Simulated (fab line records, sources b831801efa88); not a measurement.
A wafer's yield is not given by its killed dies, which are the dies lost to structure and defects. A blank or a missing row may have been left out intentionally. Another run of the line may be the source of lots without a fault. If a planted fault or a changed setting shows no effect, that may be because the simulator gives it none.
Which tool was responsible?	flow gf180mcu	12 lots with 36 wafers sampled at 5 steps, on a route of 602 steps

== WHAT EACH GAUGE READ, for each wafer ==
GF_V4_THK_MEAS_25: measures by xrf. Usual: V4_W_THK gives 355 nm (standard deviation 6).
lot	measured	on	V4_W_THK (nm)	flag
L974	day 25 08:22	film-metro-04	361 349 361	
L975	day 25 11:39	film-metro-01	363 366 355	
L976	day 25 17:35	film-metro-02	355 356 361	
L985	day 28 19:23	film-metro-04	359 360 349	
L986	day 29 01:18	film-metro-02	360 351 358	
L987	day 29 07:47	film-metro-04	347 353 346	
L988	day 29 14:01	film-metro-02	360 354 353	
L990	day 30 03:16	film-metro-04	358 358 357	
L991	day 30 11:31	film-metro-01	363 346 367	
L992	day 30 18:10	film-metro-04	350 352 352	
L994	day 31 02:11	film-metro-01	347 346 361	
L995	day 31 09:43	film-metro-02	353 360 357	

GF_PASSIVATION_BOW_MEAS_14. Usual: PASSIVATION_BOW gives 134 um (standard deviation 10).
lot	measured	on	PASSIVATION_BOW (um)	flag
L974	day 29 22:37	film-metro-04	129 121 130	
L975	day 30 00:07	film-metro-02	203 207 197	OFF
L976	day 30 02:57	film-metro-02	221 231 221	OFF
L985	day 32 20:07	film-metro-01	127 124 129	
L986	day 33 00:13	film-metro-01	138 124 141	
L987	day 33 07:16	film-metro-04	149 140 135	
L988	day 33 11:35	film-metro-04	128 134 120	
L990	day 33 22:17	film-metro-01	130 133 142	
L991	day 34 04:57	film-metro-04	150 142 150	
L992	day 34 10:41	film-metro-02	124 128 132	
L994	day 34 18:08	film-metro-02	133 138 130	
L995	day 35 00:02	film-metro-01	123 127 131	

== WHAT TOOL EACH LOT RAN ON (gives the tool, then ch and the chambers of the sampled wafers, and finally the start) ==
lot	GF_MIM_SPUTTER_02	GF_MIM_SPUTTER_03	GF_PASSIVATION_ANNEAL_13
L974	pvd-sputter-03, day 25 09:05	pvd-sputter-03, day 25 09:07	furnace-01 ch 0, day 29 21:07
L975	pvd-sputter-03, day 25 12:08	pvd-sputter-03, day 25 12:10	furnace-01, day 29 22:37
L976	pvd-sputter-01, day 25 18:04	pvd-sputter-01, day 25 18:06	furnace-01, day 30 01:23
L985	pvd-sputter-01, day 28 19:52	pvd-sputter-01, day 28 19:54	furnace-01 ch 0, day 32 18:37
L986	pvd-sputter-01, day 29 01:47	pvd-sputter-01, day 29 01:49	furnace-01 ch 0, day 32 22:43
L987	pvd-sputter-04, day 29 08:17	pvd-sputter-04, day 29 08:19	furnace-02 ch 0, day 33 05:46
L988	pvd-sputter-03, day 29 14:30	pvd-sputter-03, day 29 14:32	furnace-01 ch 0, day 33 10:04
L990	pvd-sputter-01, day 30 03:44	pvd-sputter-01, day 30 03:46	furnace-01 ch 0, day 33 20:46
L991	pvd-sputter-01, day 30 11:59	pvd-sputter-01, day 30 12:01	furnace-02 ch 0, day 34 03:25
L992	pvd-sputter-03, day 30 18:38	pvd-sputter-03, day 30 18:40	furnace-01 ch 0, day 34 09:08
L994	pvd-sputter-01, day 31 02:41	pvd-sputter-01, day 31 02:42	furnace-01 ch 0, day 34 16:37
L995	pvd-sputter-04, day 31 10:12	pvd-sputter-04, day 31 10:14	furnace-02 ch 0, day 34 22:31
- GF_MIM_SPUTTER_02: material AlCu, target thk 450 nm, time 23.9 s.
- GF_MIM_SPUTTER_03: material Ti, target thk 10 nm, time 6.7 s.
- GF_PASSIVATION_ANNEAL_13: time 1800 s.

== AS READ BY THE TOOLS THEMSELVES (means over the sampled wafers that have a number; for cases with no such wafer, the mark the record gives instead) ==
GF_MIM_SPUTTER_02. Usual: throttle-valve-pct 29.9 %, standard deviation 0.56.
lot	tool	throttle-valve-pct (%)	flag
L974	pvd-sputter-03	29.4	
L975	pvd-sputter-03	29.3	
L976	pvd-sputter-01	30.0	
L985	pvd-sputter-01	29.6	
L986	pvd-sputter-01	30.0	
L987	pvd-sputter-04	29.7	
L988	pvd-sputter-03	29.9	
L990	pvd-sputter-01	29.7	
L991	pvd-sputter-01	29.3	
L992	pvd-sputter-03	29.7	
L994	pvd-sputter-01	30.1	
L995	pvd-sputter-04	30.0	

GF_MIM_SPUTTER_03. Usual: throttle-valve-pct 29.9 %, standard deviation 0.56.
lot	tool	throttle-valve-pct (%)	flag
L974	pvd-sputter-03	29.3	
L975	pvd-sputter-03	29.5	
L976	pvd-sputter-01	30.0	
L985	pvd-sputter-01	29.5	
L986	pvd-sputter-01	30.0	
L987	pvd-sputter-04	29.7	
L988	pvd-sputter-03	29.8	
L990	pvd-sputter-01	29.6	
L991	pvd-sputter-01	29.5	
L992	pvd-sputter-03	29.7	
L994	pvd-sputter-01	30.1	
L995	pvd-sputter-04	30.2	

GF_PASSIVATION_ANNEAL_13. Usual: ramp-down-c-per-min 3.0000, standard deviation 0.00059; ramp-up-c-per-min 9.9999, standard deviation 0.0018; zone-power-upper-pct 4.03 %, standard deviation 0.044.
lot	tool	ramp-down-c-per-min	ramp-up-c-per-min	zone-power-upper-pct (%)	flag
L974	furnace-01	3.0001	9.9996	4.07	
L975	furnace-01	-	-	-	OFF
L976	furnace-01	-	-	-	OFF
L985	furnace-01	2.9994	9.9988	4.04	
L986	furnace-01	2.9998	10.0023	4.01	
L987	furnace-02	2.9998	10.0010	4.01	
L988	furnace-01	2.9996	10.0003	4.05	
L990	furnace-01	3.0001	10.0003	4.04	
L991	furnace-02	3.0003	9.9985	4.02	
L992	furnace-01	3.0001	9.9999	4.02	
L994	furnace-01	3.0005	10.0013	4.03	
L995	furnace-02	3.0005	10.0002	3.97	

== THE ANSWER, worked out from the rows above alone ==
Rule: a lot is off if the mean of its wafers that have a number lies more than 3 standard deviations from the usual mean. Also off: a lot with no number at a reading for which 4 or more lots have one. The other lots that the step has rows for count as sound. First the gauges in route order, then the tools' own readings, where a lot's mean is used as printed above. At the first step where some lot is off, the reading lying furthest off is the one used; lots without a number count as furthest.
Off: L975, L976, at GF_PASSIVATION_BOW_MEAS_14 (PASSIVATION_BOW).
If a tool, at a process step before that reading, ran all the lots that are off and no sound lot after the first of them, it fits. The gauges at GF_PASSIVATION_BOW_MEAS_14 aren't tried: what is off there is off at GF_PASSIVATION_ANNEAL_13 too, on other tools, and a gauge's error can't cause that. No candidate that was tried fits.

== WHAT HAD BEEN PUT IN BY THE SIMULATOR ==
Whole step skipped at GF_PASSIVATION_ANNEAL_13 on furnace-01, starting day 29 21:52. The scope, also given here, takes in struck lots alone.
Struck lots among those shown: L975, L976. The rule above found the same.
